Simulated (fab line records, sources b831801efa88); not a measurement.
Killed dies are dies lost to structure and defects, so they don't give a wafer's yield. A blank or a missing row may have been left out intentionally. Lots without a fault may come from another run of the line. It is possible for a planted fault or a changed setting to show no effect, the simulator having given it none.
A struck lot beside a sound one / flow sky130 / 21 steps out of a route of 708
Sound: these wafers, L963.2, L963.3, L963.4. Wafers L970.2, L970.5, L970.6 were the ones struck. The cause is named last.
Per side, at each step with rows, come the tool, then ch with its chambers, and then its first start. Under that, the readings that differ: sound wafers / struck wafers / difference of the means / sigmas: that difference in standard deviations of wafers without a fault.
alike: readings whose means differ by less than 2 such deviations, and words and numbers that are the same on both sides. not compared: withheld readings, readings that some wafer has no value for, bounds like >300 that may hide the same value, and numbers for which the record gives no deviation and whose values overlap.
The two part at a step that has a row with sigmas, a row that says differs or no value, or rows on one side only. Non-overlapping numbers with no deviation appear without sigmas and do not part them. A reading that every wafer of one side lacks parts them only if that side has two wafers or more.

first, 1 step without rows for these wafers: SKY_POLY_GATE_OXIDATION_20 (stabilise 600 s, purge 300 s, target thk 4 nm).
SKY_POLY_GATE_THK_MEAS_21:
  sound on film-metro-01 at day 18 15:59; struck on film-metro-04 at day 20 21:25
  alike: POLY_GATE_OXIDATION_THK
SKY_POLY_GATE_CD_MEAS_22:
  sound on cd-sem-01 at day 18 16:04; struck on cd-sem-01 at day 20 21:29
  alike: cd-nm
then, 7 steps without rows for these wafers: SKY_LDD_N_DEHYDRATE_00 (time 60 s); SKY_LDD_N_HMDS_01 (prime time 60 s); SKY_LDD_N_COAT_02 (resist thk 300 nm); SKY_LDD_N_SOFTBAKE_03 (time 60 s); SKY_LDD_N_EXPOSE_04 (exposes mask NTM, target cd 840 nm); SKY_LDD_N_PEB_05; SKY_LDD_N_DEVELOP_06 (develop time 60 s).
SKY_LDD_N_OVL_MEAS_07:
  sound on overlay-01 at day 19 23:12; struck on overlay-02 at day 22 04:15
  alike: LDD_N_OVL
after that, 1 step had no rows for these wafers: SKY_LDD_N_IMPLANT_08.
SKY_LDD_N_IMPLANT_09:
  struck on implanter-03, day 22 04:27; sound on implanter-01 ch 0, day 19 23:24
  no value came back on the struck wafers for beam-energy-keV, beam-on-s (s), rotation-deg (degrees); on the sound wafers beam-energy-keV reads 19.990 19.998 19.995
then, 6 steps without rows for these wafers: SKY_LDD_N_IMPLANT_10; SKY_LDD_N_IMPLANT_11; SKY_LDD_N_IMPLANT_12; SKY_LDD_N_IMPLANT_13; SKY_LDD_N_IMPLANT_14; SKY_LDD_N_IMPLANT_15.
SKY_LDD_N_STRIP_16: strips in O2/N2.
  sound on plasma-asher-03 ch 0,1, day 20 00:26; struck on plasma-asher-02 ch 0,1, day 22 05:29
reading=strip-time-to-endpoint-s (s); sound=4.310 4.320 4.301; struck=4.128 4.094 4.099; difference=-0.203; sigmas=-11
  alike: drypump-motor-current-A, oes-product-au
  not compared: rf-hours-counter-h
SKY_LDD_N_TW_MEAS_17:
  sound on film-metro-04 at day 20 00:32; struck on film-metro-02 at day 22 05:35
reading=LDD_N_TW; sound=2577 2583 2571; struck=2475 2498 2486; difference=-91; sigmas=-3

== WHERE THEY PART ==
At SKY_LDD_N_IMPLANT_09 first; at SKY_LDD_N_TW_MEAS_17 last (within this record only).

WHY: whatever the simulator had introduced
Beginning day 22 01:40, the whole step at SKY_LDD_N_IMPLANT_09 was skipped on implanter-03. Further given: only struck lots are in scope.
